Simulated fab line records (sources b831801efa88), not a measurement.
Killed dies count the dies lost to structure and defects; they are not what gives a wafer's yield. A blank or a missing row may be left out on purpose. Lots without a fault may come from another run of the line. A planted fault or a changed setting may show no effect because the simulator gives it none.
The tool behind it: which one? || flow gf180mcu || 15 lots, 45 wafers sampled, at 4 steps of a route of 602

== WHAT THE GAUGES SHOWED, per wafer ==
GF_VT_IMPLANT_TW_MEAS_43.
{"lot": "L526", "measured": "day 7 14:59", "on": "film_metro-01", "VT_IMPLANT_4_TW": "694 698 695"}
{"lot": "L527", "measured": "day 7 20:01", "on": "film_metro-02", "VT_IMPLANT_4_TW": "694 691 692"}
{"lot": "L528", "measured": "day 8 02:19", "on": "film_metro-02", "VT_IMPLANT_4_TW": "695 694 692"}
{"lot": "L530", "measured": "day 8 18:36", "on": "film_metro-02", "VT_IMPLANT_4_TW": "692 697 695"}
{"lot": "L532", "measured": "day 9 04:49", "on": "film_metro-01", "VT_IMPLANT_4_TW": "691 696 696"}
{"lot": "L538", "measured": "day 10 18:57", "on": "film_metro-01", "VT_IMPLANT_4_TW": "30 30 30"}
{"lot": "L539", "measured": "day 11 06:00", "on": "film_metro-02", "VT_IMPLANT_4_TW": "30 30 30"}
{"lot": "L540", "measured": "day 11 10:13", "on": "film_metro-02", "VT_IMPLANT_4_TW": "30 30 30"}
{"lot": "L542", "measured": "day 11 23:17", "on": "film_metro-02", "VT_IMPLANT_4_TW": "686 687 687"}
{"lot": "L543", "measured": "day 12 09:00", "on": "film_metro-04", "VT_IMPLANT_4_TW": "695 695 695"}
{"lot": "L544", "measured": "day 12 18:07", "on": "film_metro-01", "VT_IMPLANT_4_TW": "690 695 695"}
{"lot": "L545", "measured": "day 12 22:11", "on": "film_metro-04", "VT_IMPLANT_4_TW": "697 693 696"}
{"lot": "L546", "measured": "day 13 05:41", "on": "film_metro-04", "VT_IMPLANT_4_TW": "699 695 703"}
{"lot": "L548", "measured": "day 13 23:46", "on": "film_metro-02", "VT_IMPLANT_4_TW": "694 690 691"}
{"lot": "L549", "measured": "day 14 05:17", "on": "film_metro-02", "VT_IMPLANT_4_TW": "696 689 688"}

GF_PSD_RS_MEAS_15: measurement is done with a four-point probe.
{"lot": "L526", "measured": "day 14 06:20", "on": "film_metro-02", "PSD_RS (ohm/sq)": "108.84 108.89 108.55"}
{"lot": "L527", "measured": "day 14 15:33", "on": "film_metro-04", "PSD_RS (ohm/sq)": "108.83 108.48 108.80"}
{"lot": "L528", "measured": "day 15 03:20", "on": "film_metro-02", "PSD_RS (ohm/sq)": "108.81 108.44 108.62"}
{"lot": "L530", "measured": "day 16 00:23", "on": "film_metro-01", "PSD_RS (ohm/sq)": "109.20 109.08 108.71"}
{"lot": "L532", "measured": "day 16 13:40", "on": "film_metro-02", "PSD_RS (ohm/sq)": "108.66 108.53 108.81"}
{"lot": "L542", "measured": "day 19 20:51", "on": "film_metro-04", "PSD_RS (ohm/sq)": "108.61 108.49 108.43"}
{"lot": "L543", "measured": "day 20 10:10", "on": "film_metro-04", "PSD_RS (ohm/sq)": "108.26 108.31 108.72"}
{"lot": "L544", "measured": "day 20 18:09", "on": "film_metro-02", "PSD_RS (ohm/sq)": "108.43 108.42 108.52"}
{"lot": "L545", "measured": "day 21 00:25", "on": "film_metro-04", "PSD_RS (ohm/sq)": "108.70 108.32 108.54"}
{"lot": "L546", "measured": "day 21 08:56", "on": "film_metro-02", "PSD_RS (ohm/sq)": "108.39 108.29 108.52"}
{"lot": "L548", "measured": "day 22 06:06", "on": "film_metro-04", "PSD_RS (ohm/sq)": "108.01 108.45 108.03"}
{"lot": "L549", "measured": "day 22 13:40", "on": "film_metro-01", "PSD_RS (ohm/sq)": "108.72 108.33 108.68"}

GF_V1_RS_MEAS_24: measurement is done with a four-point probe.
{"lot": "L526", "measured": "day 18 04:17", "on": "film_metro-02", "V1_W_RS (ohm/sq)": "0.325 0.327 0.331"}
{"lot": "L527", "measured": "day 18 14:47", "on": "film_metro-02", "V1_W_RS (ohm/sq)": "0.328 0.331 0.327"}
{"lot": "L528", "measured": "day 19 03:37", "on": "film_metro-02", "V1_W_RS (ohm/sq)": "0.338 0.331 0.338"}
{"lot": "L530", "measured": "day 20 04:07", "on": "film_metro-01", "V1_W_RS (ohm/sq)": "0.340 0.329 0.334"}
{"lot": "L532", "measured": "day 20 18:17", "on": "film_metro-03", "V1_W_RS (ohm/sq)": "0.327 0.329 0.330"}
{"lot": "L542", "measured": "day 24 00:16", "on": "film_metro-02", "V1_W_RS (ohm/sq)": "0.328 0.334 0.329"}
{"lot": "L543", "measured": "day 24 13:26", "on": "film_metro-02", "V1_W_RS (ohm/sq)": "0.331 0.326 0.332"}
{"lot": "L544", "measured": "day 24 19:30", "on": "film_metro-02", "V1_W_RS (ohm/sq)": "0.331 0.326 0.331"}
{"lot": "L545", "measured": "day 25 01:40", "on": "film_metro-01", "V1_W_RS (ohm/sq)": "0.331 0.330 0.326"}
{"lot": "L546", "measured": "day 25 09:30", "on": "film_metro-02", "V1_W_RS (ohm/sq)": "0.329 0.323 0.324"}
{"lot": "L548", "measured": "day 26 04:04", "on": "film_metro-03", "V1_W_RS (ohm/sq)": "0.329 0.327 0.330"}
{"lot": "L549", "measured": "day 26 10:47", "on": "film_metro-03", "V1_W_RS (ohm/sq)": "0.331 0.333 0.328"}

== EACH LOT AND THE TOOL THAT RAN IT (in order: tool; ch and the chambers of the sampled wafers; start) ==
{"lot": "L526", "GF_VT_IMPLANT_IMPLANT_41": "implanter-03 ch 0, day 7 14:46"}
{"lot": "L527", "GF_VT_IMPLANT_IMPLANT_41": "implanter-03 ch 0, day 7 19:46"}
{"lot": "L528", "GF_VT_IMPLANT_IMPLANT_41": "implanter-03 ch 0, day 8 02:04"}
{"lot": "L530", "GF_VT_IMPLANT_IMPLANT_41": "implanter-04 ch 0, day 8 18:22"}
{"lot": "L532", "GF_VT_IMPLANT_IMPLANT_41": "implanter-02 ch 0, day 9 04:25"}
{"lot": "L538", "GF_VT_IMPLANT_IMPLANT_41": "implanter-03, day 10 18:43"}
{"lot": "L539", "GF_VT_IMPLANT_IMPLANT_41": "implanter-03, day 11 05:46"}
{"lot": "L540", "GF_VT_IMPLANT_IMPLANT_41": "implanter-02, day 11 09:58"}
{"lot": "L542", "GF_VT_IMPLANT_IMPLANT_41": "implanter-03 ch 0, day 11 23:03"}
{"lot": "L543", "GF_VT_IMPLANT_IMPLANT_41": "implanter-02 ch 0, day 12 08:46"}
{"lot": "L544", "GF_VT_IMPLANT_IMPLANT_41": "implanter-03 ch 0, day 12 17:52"}
{"lot": "L545", "GF_VT_IMPLANT_IMPLANT_41": "implanter-04 ch 0, day 12 21:57"}
{"lot": "L546", "GF_VT_IMPLANT_IMPLANT_41": "implanter-03 ch 0, day 13 05:28"}
{"lot": "L548", "GF_VT_IMPLANT_IMPLANT_41": "implanter-04 ch 0, day 13 23:31"}
{"lot": "L549", "GF_VT_IMPLANT_IMPLANT_41": "implanter-04 ch 0, day 14 05:02"}
- GF_VT_IMPLANT_IMPLANT_41

== WHAT THE TOOLS THEMSELVES READ (means of the sampled wafers that have a number; where no wafer has one, the mark that the record gives instead) ==
GF_VT_IMPLANT_IMPLANT_41.
{"lot": "L526", "tool": "implanter-03", "beam_energy_keV": 70.007, "beam_on_s (s)": 10.21, "tilt_deg (degrees)": 7.018}
{"lot": "L527", "tool": "implanter-03", "beam_energy_keV": 70.010, "beam_on_s (s)": 9.93, "tilt_deg (degrees)": 7.023}
{"lot": "L528", "tool": "implanter-03", "beam_energy_keV": 70.005, "beam_on_s (s)": 9.87, "tilt_deg (degrees)": 6.993}
{"lot": "L530", "tool": "implanter-04", "beam_energy_keV": 69.984, "beam_on_s (s)": 9.93, "tilt_deg (degrees)": 7.002}
{"lot": "L532", "tool": "implanter-02", "beam_energy_keV": 69.979, "beam_on_s (s)": 10.03, "tilt_deg (degrees)": 6.988}
{"lot": "L538", "tool": "implanter-03", "beam_energy_keV": "-", "beam_on_s (s)": "-", "tilt_deg (degrees)": "-"}
{"lot": "L539", "tool": "implanter-03", "beam_energy_keV": "-", "beam_on_s (s)": "-", "tilt_deg (degrees)": "-"}
{"lot": "L540", "tool": "implanter-02", "beam_energy_keV": "-", "beam_on_s (s)": "-", "tilt_deg (degrees)": "-"}
{"lot": "L542", "tool": "implanter-03", "beam_energy_keV": 69.990, "beam_on_s (s)": 9.72, "tilt_deg (degrees)": 6.981}
{"lot": "L543", "tool": "implanter-02", "beam_energy_keV": 70.003, "beam_on_s (s)": 10.00, "tilt_deg (degrees)": 7.001}
{"lot": "L544", "tool": "implanter-03", "beam_energy_keV": 69.989, "beam_on_s (s)": 9.86, "tilt_deg (degrees)": 7.003}
{"lot": "L545", "tool": "implanter-04", "beam_energy_keV": 70.008, "beam_on_s (s)": 9.91, "tilt_deg (degrees)": 7.024}
{"lot": "L546", "tool": "implanter-03", "beam_energy_keV": 69.975, "beam_on_s (s)": 10.02, "tilt_deg (degrees)": 6.980}
{"lot": "L548", "tool": "implanter-04", "beam_energy_keV": 69.994, "beam_on_s (s)": 9.90, "tilt_deg (degrees)": 7.018}
{"lot": "L549", "tool": "implanter-04", "beam_energy_keV": 70.047, "beam_on_s (s)": 10.09, "tilt_deg (degrees)": 6.983}

== THE ANSWER, worked out from the rows above alone ==
Rule: the lots themselves supply what counts as usual. The widest of any qualifying gaps counts: lots, ordered by their means at a reading, are off when they make up no more than a third of the lots, leave a main group of 4 or more, and stand apart from it by 3 or more times the standard deviation of that group's means. Not used: any main group whose means are identical at the precision the tables above print for the reading. Also off: a lot with no number at a reading for which 4 or more lots have one. Any other lot the step has rows for is counted as sound. Order of review: gauges by route order, followed by the tools' own readings, for which a lot's mean as printed above is used. The first step at which some lot is off is used, and at that step the reading that is off furthest; a lot without a number counts as furthest.
Off: L538, L539, L540, at GF_VT_IMPLANT_TW_MEAS_43 (VT_IMPLANT_4_TW). The main group has a mean of 694 with a standard deviation of 2.9.
If a tool, at a process step before that reading, ran all the lots that are off and no sound lot after the first of them, it fits. Not tried: the gauges at GF_VT_IMPLANT_TW_MEAS_43; whatever is off there is also off at GF_VT_IMPLANT_IMPLANT_41, on other tools, and gauge error can't account for it. No candidate that was tried fits.

== WHAT THE SIMULATOR HAD INSERTED ==
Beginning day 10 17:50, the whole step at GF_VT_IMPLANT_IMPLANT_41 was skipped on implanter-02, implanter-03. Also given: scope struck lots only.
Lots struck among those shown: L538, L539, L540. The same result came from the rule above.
